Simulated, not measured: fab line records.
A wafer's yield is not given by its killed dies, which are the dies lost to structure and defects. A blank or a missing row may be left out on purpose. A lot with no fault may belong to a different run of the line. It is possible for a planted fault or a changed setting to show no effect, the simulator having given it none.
fab line records ; flow sky130
record: lots: 15; wafers: 45; last-day: 50
route steps=708 shown METAL2@485
lots that met no fault: from a run of the same line without faults
start-h: hours from the record's first day to the start of the lot's first wafer shown ; wait-h: hours from the lot's prior step to this one ; " unchanged from the row above ; L1.1+2: one row covering several wafers at once ; - no value, or no start given ; * or withheld: withheld ; < > ~ a bound
route shown NAME@n: NAME is a module with steps in the file, n the number in the route of the first one ; usual: mean/standard deviation taken from wafers without a fault ; same: alike in all rows ; chamber/n: place in a boat ; sites: readings site by site ; _std_site: standard deviation across them ; _edge_site: inner sites' mean taken away from outer sites' mean ; radius-mm: for every site, how far away it sits from the centre of the wafer ; mask NAME#n: copy n ; behind: tool/chamber where the wafer was last shaped ; hold: why the lot was held/for how many hours/how that ended ; device: the n, p or np transistor that did not switch ; end of line: the same wafers' tests at the end of the route ; where a step has no rows: the recipe by itself ; killed: count of dies lost to structure and defects at first sort (not the wafer's yield) ; map: per-die view of a wafer (x killed, . not killed, _ where there is no die)
set.NAME: the setting that was run; set.NAME@STEP: the one run at that earlier step ; model.NAME: the simulator's own value behind a step, which no gauge read
a sample of lots followed through the steps of the route, with each step as a table and each wafer as a row
services: when a tool's chamber went out of use (start-h, in hours from the record's first day, below 0 if earlier), for how many hours, and the reason
== steps ==
step: SKY_METAL2_SPUTTER_02
recipe: material: AlCu; target-thk-nm: 250; power-w: 10600; time-s: 13.3; chamber-pressure-pa: 0.4
usual: cathode-dc-power-W: 10600/1.9; chamber-pressure-pa: 0.4001/0.00086; throttle-valve-pct: 29.9/1.4
lot.wafer;tool;chamber;start-h;wait-h;cathode-dc-power-W;chamber-pressure-pa;throttle-valve-pct
L259.3;pvd-sputter-04;-;792.85;0.0;10599;0.3991;30.4
L259.5;pvd-sputter-04;-;792.85;0.0;10599;0.4005;30.1
L259.6;pvd-sputter-04;-;792.85;0.0;10599;0.3990;31.0
L262.3;pvd-sputter-03;-;823.11;0.0;10602;0.4006;30.4
L262.4;pvd-sputter-03;-;823.11;0.0;10598;0.4010;27.6
L262.5;pvd-sputter-03;-;823.11;0.0;10601;0.4008;30.3
L264.2;pvd-sputter-04;-;840.60;0.0;10596;0.4012;30.2
L264.5;pvd-sputter-04;-;840.60;0.0;10599;0.3995;30.9
L264.6;pvd-sputter-04;-;840.60;0.0;10601;0.4013;29.2
L267.4;pvd-sputter-04;-;860.72;0.0;-;-;-
L267.5;pvd-sputter-04;-;860.72;0.0;-;-;-
L267.6;pvd-sputter-04;-;860.72;0.0;-;-;-
L268.2;pvd-sputter-01;-;868.25;0.0;-;-;-
L268.3;pvd-sputter-01;-;868.25;0.0;-;-;-
L268.6;pvd-sputter-01;-;868.25;0.0;-;-;-
L269.1;pvd-sputter-04;-;880.50;0.0;-;-;-
L269.3;pvd-sputter-04;-;880.50;0.0;-;-;-
L269.6;pvd-sputter-04;-;880.50;0.0;-;-;-
L271.1;pvd-sputter-04;-;909.66;0.0;10600;0.3996;30.7
L271.3;pvd-sputter-04;-;909.66;0.0;10600;0.3991;31.3
L271.6;pvd-sputter-04;-;909.66;0.0;10599;0.4000;29.4
L275.1;pvd-sputter-03;-;915.86;0.0;10600;0.4004;32.7
L275.3;pvd-sputter-03;-;915.86;0.0;10598;0.4000;27.8
L275.5;pvd-sputter-03;-;915.86;0.0;10602;0.4000;32.4
L276.3;pvd-sputter-03;-;921.06;0.0;10600;0.4012;32.5
L276.4;pvd-sputter-03;-;921.06;0.0;10602;0.3993;30.2
L276.5;pvd-sputter-03;-;921.06;0.0;10598;0.4001;28.1
L277.3;pvd-sputter-03;-;935.53;0.0;10600;0.3999;27.6
L277.4;pvd-sputter-03;-;935.53;0.0;10601;0.4004;28.1
L277.5;pvd-sputter-03;-;935.53;0.0;10598;0.3996;28.1
L278.1;pvd-sputter-03;-;936.20;0.0;10600;0.4011;29.9
L278.5;pvd-sputter-03;-;936.20;0.0;10600;0.3999;27.9
L278.6;pvd-sputter-03;-;936.20;0.0;10602;0.4004;30.4
L280.1;pvd-sputter-03;-;948.27;0.0;10601;0.4004;27.7
L280.4;pvd-sputter-03;-;948.27;0.0;10597;0.4000;30.1
L280.6;pvd-sputter-03;-;948.27;0.0;10600;0.4010;30.1
L279.1;pvd-sputter-01;-;950.37;0.0;10601;0.4008;28.8
L279.2;pvd-sputter-01;-;950.37;0.0;10602;0.4001;30.3
L279.5;pvd-sputter-01;-;950.37;0.0;10601;0.3993;30.1
L281.2;pvd-sputter-01;-;959.60;0.0;10602;0.4007;28.6
L281.4;pvd-sputter-01;-;959.60;0.0;10597;0.3999;30.4
L281.5;pvd-sputter-01;-;959.60;0.0;10601;0.4000;29.0
L282.4;pvd-sputter-04;-;966.85;0.0;10600;0.3995;30.8
L282.5;pvd-sputter-04;-;966.85;0.0;10600;0.3996;31.0
L282.6;pvd-sputter-04;-;966.85;0.0;10596;0.4015;29.9
step: SKY_METAL2_RS_MEAS_05
recipe: thk-meas-gauge: four-point-probe; reads: TiN_of_METAL2_SPUTTER_04+Ti_of_METAL2_SPUTTER_03+AlCu_of_METAL2_SPUTTER_02+TiN_of_METAL2_SPUTTER_01+Ti_of_METAL2_SPUTTER_00
usual: METAL2_ALCU_RS: 0.1266/0.0014
lot.wafer;tool;chamber;start-h;wait-h;METAL2_ALCU_RS[ohm/sq]
L259.3;film-metro-02;-;792.98;0.1;0.1272
L259.5;film-metro-02;-;792.98;0.1;0.1261
L259.6;film-metro-02;-;792.98;0.1;0.1253
L262.3;film-metro-04;-;823.24;0.1;0.1272
L262.4;film-metro-04;-;823.24;0.1;0.1279
L262.5;film-metro-04;-;823.24;0.1;0.1278
L264.2;film-metro-02;-;840.71;0.0;0.1284
L264.5;film-metro-02;-;840.71;0.0;0.1268
L264.6;film-metro-02;-;840.71;0.0;0.1267
L267.4;film-metro-02;-;860.87;0.1;8.6110
L267.5;film-metro-02;-;860.87;0.1;8.5636
L267.6;film-metro-02;-;860.87;0.1;8.6988
L268.2;film-metro-04;-;868.36;0.0;8.7013
L268.3;film-metro-04;-;868.36;0.0;8.5465
L268.6;film-metro-04;-;868.36;0.0;8.5574
L269.1;film-metro-02;-;880.59;0.0;8.7615
L269.3;film-metro-02;-;880.59;0.0;8.7696
L269.6;film-metro-02;-;880.59;0.0;8.6595
L271.1;film-metro-04;-;909.75;0.0;0.1272
L271.3;film-metro-04;-;909.75;0.0;0.1260
L271.6;film-metro-04;-;909.75;0.0;0.1267
L275.1;film-metro-02;-;915.95;0.0;0.1267
L275.3;film-metro-02;-;915.95;0.0;0.1252
L275.5;film-metro-02;-;915.95;0.0;0.1267
L276.3;film-metro-03;-;921.19;0.1;0.1277
L276.4;film-metro-03;-;921.19;0.1;0.1254
L276.5;film-metro-03;-;921.19;0.1;0.1254
L277.3;film-metro-02;-;935.66;0.1;0.1246
L277.4;film-metro-02;-;935.66;0.1;0.1253
L277.5;film-metro-02;-;935.66;0.1;0.1245
L278.1;film-metro-04;-;936.29;0.0;0.1268
L278.5;film-metro-04;-;936.29;0.0;0.1265
L278.6;film-metro-04;-;936.29;0.0;0.1266
L280.1;film-metro-03;-;948.36;0.0;0.1267
L280.4;film-metro-03;-;948.36;0.0;0.1249
L280.6;film-metro-03;-;948.36;0.0;0.1255
L279.1;film-metro-03;-;950.46;0.0;0.1275
L279.2;film-metro-03;-;950.46;0.0;0.1258
L279.5;film-metro-03;-;950.46;0.0;0.1265
L281.2;film-metro-04;-;959.71;0.0;0.1297
L281.4;film-metro-04;-;959.71;0.0;0.1273
L281.5;film-metro-04;-;959.71;0.0;0.1298
L282.4;film-metro-03;-;967.00;0.1;0.1257
L282.5;film-metro-03;-;967.00;0.1;0.1242
L282.6;film-metro-03;-;967.00;0.1;0.1250
step: SKY_METAL2_THK_MEAS_06
recipe: thk-meas-gauge: xrf; reads: AlCu_of_METAL2_SPUTTER_02
usual: METAL2_ALCU_THK: 252.1/2.7
lot.wafer;tool;chamber;start-h;wait-h;METAL2_ALCU_THK[nm]
L259.3;film-metro-02;-;793.08;0.1;247.1
L259.5;film-metro-02;-;793.08;0.1;251.9
L259.6;film-metro-02;-;793.08;0.1;253.2
L262.3;film-metro-04;-;823.34;0.1;252.9
L262.4;film-metro-04;-;823.34;0.1;250.9
L262.5;film-metro-04;-;823.34;0.1;250.8
L264.2;film-metro-02;-;840.82;0.1;247.0
L264.5;film-metro-02;-;840.82;0.1;251.2
L264.6;film-metro-02;-;840.82;0.1;248.6
L267.4;film-metro-02;-;860.96;0.1;<0.3
L267.5;film-metro-02;-;860.96;0.1;<0.3
L267.6;film-metro-02;-;860.96;0.1;<0.3
L268.2;film-metro-04;-;868.47;0.1;<0.4
L268.3;film-metro-04;-;868.47;0.1;<0.4
L268.6;film-metro-04;-;868.47;0.1;<0.4
L269.1;film-metro-02;-;880.71;0.1;<0.3
L269.3;film-metro-02;-;880.71;0.1;<0.3
L269.6;film-metro-02;-;880.71;0.1;<0.3
L271.1;film-metro-04;-;909.87;0.1;251.2
L271.3;film-metro-04;-;909.87;0.1;254.5
L271.6;film-metro-04;-;909.87;0.1;254.0
L275.1;film-metro-02;-;916.07;0.1;250.6
L275.3;film-metro-02;-;916.07;0.1;251.9
L275.5;film-metro-02;-;916.07;0.1;250.5
L276.3;film-metro-03;-;921.29;0.1;250.3
L276.4;film-metro-03;-;921.29;0.1;254.8
L276.5;film-metro-03;-;921.29;0.1;255.4
L277.3;film-metro-02;-;935.76;0.1;254.1
L277.4;film-metro-02;-;935.76;0.1;251.5
L277.5;film-metro-02;-;935.76;0.1;254.1
L278.1;film-metro-04;-;936.41;0.1;253.1
L278.5;film-metro-04;-;936.41;0.1;253.8
L278.6;film-metro-04;-;936.41;0.1;252.7
L280.1;film-metro-03;-;948.48;0.1;251.2
L280.4;film-metro-03;-;948.48;0.1;254.1
L280.6;film-metro-03;-;948.48;0.1;255.1
L279.1;film-metro-03;-;950.58;0.1;249.4
L279.2;film-metro-03;-;950.58;0.1;251.5
L279.5;film-metro-03;-;950.58;0.1;251.0
L281.2;film-metro-04;-;959.82;0.1;248.3
L281.4;film-metro-04;-;959.82;0.1;253.3
L281.5;film-metro-04;-;959.82;0.1;247.6
L282.4;film-metro-03;-;967.09;0.1;254.4
L282.5;film-metro-03;-;967.09;0.1;259.3
L282.6;film-metro-03;-;967.09;0.1;255.2
== services ==
tool;chamber;start-h;hours;kind
pvd-sputter-01;-;770.82;3.8;repair
pvd-sputter-01;1;777.98;-;consumable-replace:kit
pvd-sputter-01;1;777.98;18.0;scheduled-down
pvd-sputter-01;1;777.98;18.0;vent-cycle
pvd-sputter-03;-;785.63;3.2;repair
pvd-sputter-03;-;787.59;6.3;repair
pvd-sputter-01;-;822.80;1.7;repair
pvd-sputter-04;-;829.44;5.4;repair
pvd-sputter-03;-;862.96;6.4;repair
pvd-sputter-01;-;890.55;2.6;repair
pvd-sputter-03;-;910.96;2.9;repair
pvd-sputter-03;1;923.54;-;consumable-replace:kit
pvd-sputter-03;1;923.54;18.0;scheduled-down
pvd-sputter-03;1;923.54;18.0;vent-cycle
pvd-sputter-01;0;935.31;-;consumable-replace:kit
pvd-sputter-01;0;935.31;18.0;scheduled-down
pvd-sputter-01;0;935.31;18.0;vent-cycle
== key ==
first-sign: step: SKY_METAL2_SPUTTER_02; reading: tool-record; direction: missing
effect: step: SKY_METAL2_RS_MEAS_05; reading: METAL2_ALCU_RS; direction: up; sigmas: 99+; usual: 0.1266; struck: 8.6521
effect: step: SKY_METAL2_THK_MEAS_06; reading: METAL2_ALCU_THK; direction: down; sigmas: 92; usual: 252.1; struck: <0.3
met-at SKY_METAL2_SPUTTER_02
struck-lots L267,L268,L269
later-rows-left-out L267.4,L267.5,L267.6,L268.2,L268.3,L268.6,L269.1,L269.3,L269.6
sort-left-out L267.4,L267.5,L267.6,L268.2,L268.3,L268.6,L269.1,L269.3,L269.6
onset-between 840.60 860.72
fault: kind: skipped-step-whole; tool: pvd-sputter-01,pvd-sputter-04; chamber: -; onset-h: 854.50; steps: SKY_METAL2_SPUTTER_02; scope: struck-lots-only
sort-left-out: the simulated sort isn't trusted on such a fault, so these wafers' sort isn't shown, and their yield isn't known
later-rows-left-out: the simulator's readings of these wafers behind a module that went badly wrong aren't trusted and aren't shown, but for the sort
